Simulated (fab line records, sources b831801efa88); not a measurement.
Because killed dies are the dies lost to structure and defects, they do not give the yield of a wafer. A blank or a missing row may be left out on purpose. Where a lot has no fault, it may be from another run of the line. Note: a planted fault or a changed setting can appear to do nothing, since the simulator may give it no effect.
Which of the tools did it? | flow sky130 | 6 lots with 18 wafers sampled at 3 steps, on a route of 708 steps

== WHAT THE GAUGES SHOWED, per wafer ==
SKY_SD_P_CD_MEAS_07: target cd 380 nm.
lot  | measured     | on        | cd_nm (nm)
L556 | day 25 20:12 | cd_sem-01 | 372.3 374.0 372.5
L558 | day 26 15:06 | cd_sem-01 | 381.5 383.7 382.2
L564 | day 28 14:17 | cd_sem-01 | 384.3 382.3 383.3
L567 | day 29 22:04 | cd_sem-02 | 380.6 382.3 379.5
L571 | day 31 12:52 | cd_sem-02 | 377.3 380.5 378.4
L576 | day 33 09:20 | cd_sem-01 | 150.0 153.2 152.2 150.4 152.9 152.7

== EACH LOT AND THE TOOL THAT RAN IT (in order: tool; ch and the chambers of the sampled wafers; start) ==
lot  | SKY_SONOS_ONO_STRIP_17               | SKY_SD_P_DEVELOP_06
L556 | plasma_asher-03 ch 0, day 13 00:23   | litho_track-04 ch 0, day 25 20:04
L558 | plasma_asher-01 ch 0,1, day 13 15:49 | litho_track-01 ch 0, day 26 14:58
L564 | plasma_asher-03 ch 0,1, day 15 18:02 | litho_track-04 ch 0, day 28 14:08
L567 | plasma_asher-03 ch 0,1, day 17 03:25 | litho_track-01 ch 0, day 29 21:55
L571 | plasma_asher-01 ch 0,1, day 18 13:56 | litho_track-02 ch 0, day 31 12:43
L576 | plasma_asher-01 ch 1, day 20 19:38   | litho_track-02 ch 0, day 33 09:04
- SKY_SONOS_ONO_STRIP_17: strips in O2/N2.
- SKY_SD_P_DEVELOP_06: develop time 60 s.

== THE ANSWER, worked out from the rows above alone ==
Rule: usual is defined by the lots themselves. The widest of any qualifying gaps counts: lots, ordered by their means at a reading, are off when they make up no more than a third of the lots, leave a main group of 4 or more, and stand apart from it by 3 or more times the standard deviation of that group's means. A main group is skipped when, at the precision printed for the reading in the tables above, its means are all equal. Also off: a lot with no number at a reading for which 4 or more lots have one. Any other lot the step has rows for is counted as sound.
Off at SKY_SD_P_CD_MEAS_07 (cd_nm): L576. The main group has a mean of 379.6 nm with a standard deviation of 3.7.
A tool fits if, at a process step before that reading, it ran every lot that is off, and no sound lot after the first of them. Those tools and the gauges at SKY_SD_P_CD_MEAS_07 are tried in the same way. Can't be told from this: 3 tools fit, plasma_asher-01 at SKY_SONOS_ONO_STRIP_17, litho_track-02 at SKY_SD_P_DEVELOP_06, cd_sem-01 at SKY_SD_P_CD_MEAS_07.

== WHAT WAS PUT IN BY THE SIMULATOR ==
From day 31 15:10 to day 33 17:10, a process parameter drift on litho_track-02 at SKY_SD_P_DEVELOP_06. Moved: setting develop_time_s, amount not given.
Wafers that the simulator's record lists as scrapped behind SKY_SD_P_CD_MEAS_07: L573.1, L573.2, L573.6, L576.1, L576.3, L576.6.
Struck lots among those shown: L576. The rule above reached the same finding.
